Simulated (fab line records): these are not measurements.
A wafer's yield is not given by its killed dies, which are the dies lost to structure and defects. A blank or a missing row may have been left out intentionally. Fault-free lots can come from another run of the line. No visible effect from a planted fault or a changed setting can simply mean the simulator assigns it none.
A struck lot beside a sound one :: flow sky130 :: 37 out of 708 route steps
Sound: wafers L157.1, L157.4, L157.5. Struck: wafers L160.1, L160.2, L160.3. The cause is named last.
Each step with rows lists, per side, the tool, then ch with its chambers, then its first start. Under that, the readings that differ: sound wafers :: struck wafers :: difference of the means :: sigmas: that difference in standard deviations of wafers without a fault.
alike: readings whose means differ by less than 2 such deviations, and words and numbers that are the same on both sides. not compared: withheld readings, readings that some wafer has no value for, bounds like >300 that may hide the same value, and numbers for which the record gives no deviation and whose values overlap.
A row with sigmas, a row that says differs or no value, or rows on one side alone: a step with any of these is where the two part. Numbers that have no deviation but don't overlap get no sigmas and don't part them. A reading missing from all wafers of one side parts the sides only when that side holds two or more wafers.

first, 10 steps without rows for these wafers: SKY_DNWELL_DEVELOP_06 (develop time 60 s); SKY_DNWELL_IMPLANT_07; SKY_DNWELL_STRIP_08 (strips in O2/N2); SKY_PWDE_DEHYDRATE_00 (time 60 s); SKY_PWDE_HMDS_01 (prime time 60 s); SKY_PWDE_COAT_02 (resist thk 3000 nm); SKY_PWDE_SOFTBAKE_03; SKY_PWDE_EXPOSE_04 (exposes mask PWDEM, target cd 840 nm); SKY_PWDE_PEB_05; SKY_PWDE_DEVELOP_06 (develop time 60 s).
SKY_PWDE_IMPLANT_08:
  sound on implanter-04 ch 0, day 6 17:03; struck on implanter-04 ch 0, day 7 07:22
then, 1 step without rows for these wafers: SKY_PWDE_STRIP_09 (strips in O2/N2).
SKY_PWDE_TW_MEAS_10:
  sound on film_metro-04, day 6 17:18; struck on film_metro-04, day 7 07:37
reading: PWDE_TW
sound: 369.9 372.7 368.9
struck: 457.1 457.0 457.8
difference: +86.8
sigmas: +43
then, 22 steps without rows for these wafers: SKY_NWELL_DEHYDRATE_03 (time 60 s); SKY_NWELL_HMDS_04 (prime time 60 s); SKY_NWELL_COAT_05 (resist thk 3000 nm); SKY_NWELL_SOFTBAKE_06; SKY_NWELL_EXPOSE_07 (exposes mask NWM, target cd 840 nm); SKY_NWELL_PEB_08; SKY_NWELL_DEVELOP_09 (develop time 60 s); SKY_NWELL_IMPLANT_11; SKY_NWELL_IMPLANT_12; SKY_NWELL_IMPLANT_13; SKY_NWELL_STRIP_14 (strips in O2/N2); SKY_NWELL_DEHYDRATE_16 (time 60 s); SKY_NWELL_HMDS_17 (prime time 60 s); SKY_NWELL_COAT_18 (resist thk 3000 nm); SKY_NWELL_SOFTBAKE_19; SKY_NWELL_EXPOSE_20 (exposes mask NWM COMPLEMENT, target cd 840 nm); SKY_NWELL_PEB_21; SKY_NWELL_DEVELOP_22 (develop time 60 s); SKY_NWELL_IMPLANT_24; SKY_NWELL_STRIP_25 (strips in O2/N2); SKY_NWELL_CLEAN_27 (cleans in SC1/SC2, time 150 s); SKY_NWELL_RTA_28 (time 30 s).
SKY_NWELL_RS_MEAS_31: measures by four-point-probe.
  sound on film_metro-01, day 8 10:06; struck on film_metro-02, day 9 00:14
reading: PWDE_RS (ohm/sq)
sound: 5244 5260 5279
struck: 3104 3103 3106
difference: -2157
sigmas: -99 or more
-- the record jumps here: 40 days lie between the struck wafers' starts before and after (it left off in module NWELL and takes up again in module PAD_OPEN, whose first step shown is number 708 of the route) --
SKY_PAD_OPEN_PROBE_99:
  sound on prober-01, day 48 23:41; struck on prober-02, day 49 09:53
reading: killed_at_front_end
sound: 7 10 18
struck: 27 23 24
difference: +13
sigmas: +3

reading: model.etest.res_p_drift_20v.line_ohm_um
sound: 1.093e+04 1.116e+04 1.092e+04
struck: 6006 6063 6013
difference: -4976
sigmas: 

reading: model.etest.res_p_drift_20v.rs_ohm_sq
sound: 8974 9309 9157
struck: 4971 5043 4976
difference: -4150
sigmas: 

reading: model.etest.res_pwde_under_gate.rs_ohm_sq
sound: 6186 6195 6158
struck: 3316 3320 3311
difference: -2864
sigmas: 
  alike: killed_at_M0_to_M3, killed_at_M4_up, killed_at_contacts, killed_at_other, killed_dies, killed_open, killed_short

## WHERE THEY PART
First at SKY_PWDE_TW_MEAS_10; last, within this record, at SKY_PAD_OPEN_PROBE_99.

WHY: what had been put in by the simulator
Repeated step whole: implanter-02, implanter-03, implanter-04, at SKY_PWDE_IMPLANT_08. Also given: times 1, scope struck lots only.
